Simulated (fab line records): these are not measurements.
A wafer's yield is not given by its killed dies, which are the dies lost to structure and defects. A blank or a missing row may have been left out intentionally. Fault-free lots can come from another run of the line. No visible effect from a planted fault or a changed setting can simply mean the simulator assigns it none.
Comparing a struck lot with a sound one ; flow sfq line ; 28 out of 325 route steps
Sound: the wafers L283.1, L283.2, L283.3. Struck: wafer L289.4. (L289.1, L289.6 of the same lot were not struck and are left out.) The cause comes at the end.
Each step with rows lists, per side, the tool, then ch with its chambers, then its first start. Under that, the readings that differ: sound wafers ; struck wafers ; difference of the means ; sigmas: that difference in standard deviations of wafers without a fault.
alike: words and numbers the same on both sides, and readings whose means are apart by under 2 such deviations; not compared: readings that were withheld, readings missing a value for some wafer, numbers with overlapping values and no deviation given by the record, and bounds like >300 which may hide the same value.
The two part at a step that has a row with sigmas, a row that says differs or no value, or rows on one side only. Numbers that have no deviation but don't overlap get no sigmas and don't part them. A reading that every wafer of one side lacks parts them only if that side has two wafers or more.

first, 6 steps without rows for these wafers: SFQ_TRILAYER_M0_LITHO_COAT_026 (resist thk 62 nm); SFQ_TRILAYER_M0_LITHO_COAT_021 (resist thk 600 nm); SFQ_TRILAYER_M0_LITHO_SOFTBAKE_025; SFQ_TRILAYER_M0_LITHO_EXPOSE_022 (exposes mask M0, target cd 500 nm); SFQ_TRILAYER_M0_LITHO_PEB_024 (peb time 60 s); SFQ_TRILAYER_M0_LITHO_DEVELOP_023 (time 60 s).
SFQ_M0_OVL_MEAS_906:
  struck on overlay-02, day 13 13:06; sound on overlay-01, day 11 09:52
  alike: M0_OVL
SFQ_TRILAYER_M0_BARC_OPEN_METAL_ETCH_031: etches BARC in O2, target depth 125 nm, time 41.7 s.
  sound on rie metal-03 ch 0, day 11 09:54; struck on rie metal-04 ch 0, day 13 13:08
  alike: drypump motor current A, oes product au
  not compared: rf hours counter h
then, 1 step without rows for these wafers: SFQ_TRILAYER_M0_ETCH_METAL_ETCH_024 (etches Nb in Cl2/Ar, stops on SiO2, target depth 240 nm, time 120 s).
SFQ_TRILAYER_M0_STRIP_STRIP_025: strips in O2.
  sound on rie metal-03 ch 0, day 11 10:16; struck on rie metal-04 ch 0, day 13 13:19
  alike: drypump motor current A, oes product au
  not compared: rf hours counter h
then, 1 step without rows for these wafers: SFQ_TRILAYER_M0_STRIP_SOLV_CLEAN_026 (cleans in NMP, time 600 s).
SFQ_TRILAYER_I0_DEP_PECVD_027: deposits SiO2 from SiH4/N2O, time 111.11 s, target thk 500 nm.
  sound on pecvd-03 ch 0,1,2, day 11 11:40; struck on pecvd-02 ch 1, day 13 14:05
reading;sound;struck;difference;sigmas
heater power w (W);103 75 85;58;-30;-3
  alike: throttle valve pct
SFQ_TRILAYER_I0_CMP_CMP_028: polishes SiO2.
  sound on cmp-01 ch 1,2,3, day 11 14:46; struck on cmp-02 ch 0, day 13 14:10
reading;sound;struck;difference;sigmas
motor current A (A);11.5 9.0 11.1;13.5;+3.0;+2
time to endpoint s (s);209 211 214;231;+20;+3
model.SiO2_of_TRILAYER_I0_DEP_PECVD_027.thk nm (nm);199 198.8 199.5;188.1;-11.0;
  alike: platen rpm
SFQ_I0_BOW_MEAS_907:
  struck on film metro-03, day 13 17:10; sound on film metro-03, day 11 17:46
reading;sound;struck;difference;sigmas
I0_BOW (um);6 7 15;-6;-15;-2
SFQ_TRILAYER_I0_METRO_MEASURE_029:
  struck on film metro-03, day 13 17:17; sound on film metro-03, day 11 17:53
reading;sound;struck;difference;sigmas
thk nm (nm);198.9 198.8 199.5;188.2;-10.9;-11
then, 6 steps without rows for these wafers: SFQ_TRILAYER_I0_VIA_LITHO_COAT_036 (resist thk 62 nm); SFQ_TRILAYER_I0_VIA_LITHO_COAT_031 (resist thk 650 nm); SFQ_TRILAYER_I0_VIA_LITHO_SOFTBAKE_035; SFQ_TRILAYER_I0_VIA_LITHO_EXPOSE_032 (exposes mask I0, target cd 500 nm); SFQ_TRILAYER_I0_VIA_LITHO_PEB_034 (peb time 60 s); SFQ_TRILAYER_I0_VIA_LITHO_DEVELOP_033 (time 60 s).
-- the record jumps here: 6 days lie between the struck wafers' starts before and after --
SFQ_I0_OVL_MEAS_908:
  struck on overlay-01, day 19 19:29; sound on overlay-01, day 16 04:04
  alike: I0_OVL
SFQ_TRILAYER_I0_VIA_BARC_OPEN_VIA_ETCH_046: etches BARC in O2, target depth 125 nm, time 41.7 s.
  sound on rie diel-01 ch 0,1,3, day 16 04:06; struck on rie diel-01 ch 3, day 19 19:32
  alike: drypump motor current A, oes product au
  not compared: rf hours counter h
SFQ_TRILAYER_I0_VIA_ETCH_VIA_ETCH_034: etches SiO2 in CHF3, stops on Nb, target depth 260 nm.
  sound on rie diel-01 ch 0,1,3, day 16 04:08; struck on rie diel-01 ch 3, day 19 19:34
reading;sound;struck;difference;sigmas
oes product au (a.u.);0.846 0.851 0.852;0.825;-0.025;-5
model.I0.feature depth nm (nm);199 198.8 199.5;188.1;-11.0;
model.etch.depth nm (nm);199 198.8 199.5;188.1;-11.0;
  alike: drypump motor current A
then, 2 steps without rows for these wafers: SFQ_TRILAYER_I0_VIA_STRIP_STRIP_035 (strips in O2); SFQ_TRILAYER_I0_VIA_STRIP_SOLV_CLEAN_036 (cleans in NMP, time 600 s).
SFQ_TRILAYER_M1_DEP_PRE_CLEAN_038: time 22.5 s.
  struck on pvd sputter-03, day 19 20:27; sound on pvd sputter-03, day 16 05:02
reading;sound;struck;difference;sigmas
model.SiO2_of_TRILAYER_I0_DEP_PECVD_027.thk nm (nm);191.5 191.3 192;180.6;-11.0;
SFQ_TRILAYER_M1_DEP_SPUTTER_037: material Nb, target thk 200 nm, time 133.3 s.
  struck on pvd sputter-03, day 19 20:29; sound on pvd sputter-03, day 16 05:04
  alike: base pressure pa, throttle valve pct

WHERE THEY PART
Last at SFQ_TRILAYER_I0_VIA_ETCH_VIA_ETCH_034 as far as this record goes, first at SFQ_TRILAYER_I0_DEP_PECVD_027. Later steps at which nothing parts them and some readings are alike: SFQ_TRILAYER_M1_DEP_SPUTTER_037.

WHY: the cause the simulator had injected
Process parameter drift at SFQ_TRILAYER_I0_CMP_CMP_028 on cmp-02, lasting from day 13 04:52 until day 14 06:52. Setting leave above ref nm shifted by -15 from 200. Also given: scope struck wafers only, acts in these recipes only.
